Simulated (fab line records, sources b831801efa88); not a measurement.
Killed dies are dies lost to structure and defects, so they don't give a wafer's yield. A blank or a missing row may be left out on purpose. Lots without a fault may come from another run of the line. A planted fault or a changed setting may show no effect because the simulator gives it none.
Which tool did it? | flow sky130 | 12 lots, 36 wafers sampled, at 2 steps of a route of 708

WHAT THE GAUGES READ, wafer by wafer
SKY_METAL2_OVL_MEAS_16.
lot  | measured     | on         | METAL2_OVL (nm)
L075 | day 36 17:37 | overlay-01 | 2 3 7
L076 | day 37 09:39 | overlay-01 | 4 13 0
L079 | day 37 23:20 | overlay-01 | -6 -6 4
L081 | day 38 14:47 | overlay-02 | 2 9 1
L083 | day 39 06:39 | overlay-01 | 5 1 4
L085 | day 39 20:00 | overlay-01 | 15 16 13
L087 | day 40 15:51 | overlay-01 | -2 -1 2
L089 | day 41 02:56 | overlay-02 | 9 8 5
L091 | day 41 08:24 | overlay-02 | -4 -1 4
L093 | day 41 23:43 | overlay-02 | 6 0 7
L096 | day 42 10:08 | overlay-02 | -4 7 1
L097 | day 42 19:32 | overlay-01 | 16 12 14

WHICH TOOL RAN EACH LOT (tool, then ch and the chambers of the sampled wafers, then the start)
lot  | SKY_RES_PROTECT_STRIP_07
L075 | plasma_asher-02 ch 0,1, day 16 10:26
L076 | plasma_asher-04 ch 0,1, day 17 00:25
L079 | plasma_asher-02 ch 0,1, day 17 19:04
L081 | plasma_asher-02 ch 0,1, day 18 08:34
L083 | plasma_asher-01 ch 0,1, day 19 07:02
L085 | plasma_asher-04 ch 0,1, day 20 04:04
L087 | plasma_asher-01 ch 0,1, day 20 22:53
L089 | plasma_asher-01 ch 0,1, day 21 12:50
L091 | plasma_asher-02 ch 0,1, day 22 00:25
L093 | plasma_asher-02 ch 0,1, day 22 19:16
L096 | plasma_asher-02 ch 0,1, day 23 10:46
L097 | plasma_asher-04 ch 0,1, day 23 22:46
- SKY_RES_PROTECT_STRIP_07: strips in O2/N2.

THE ANSWER, worked out from the rows above alone
Rule: what is usual is taken from the lots themselves. Put in order of their means at a reading, lots are off if they are a third of the lots or fewer, leave a main group of 4 or more, and stand apart from it by a gap of 3 or more times the standard deviation of the main group's means; of several such gaps the widest counts. A main group whose means are all the same, to the digits that the tables above print for the reading, isn't used. A lot without any number at a reading at which 4 lots or more have one is off too. The other lots that the step has rows for count as sound.
No lot is off at any reading shown: from this, nothing can be told.

WHAT THE SIMULATOR HAD PUT IN
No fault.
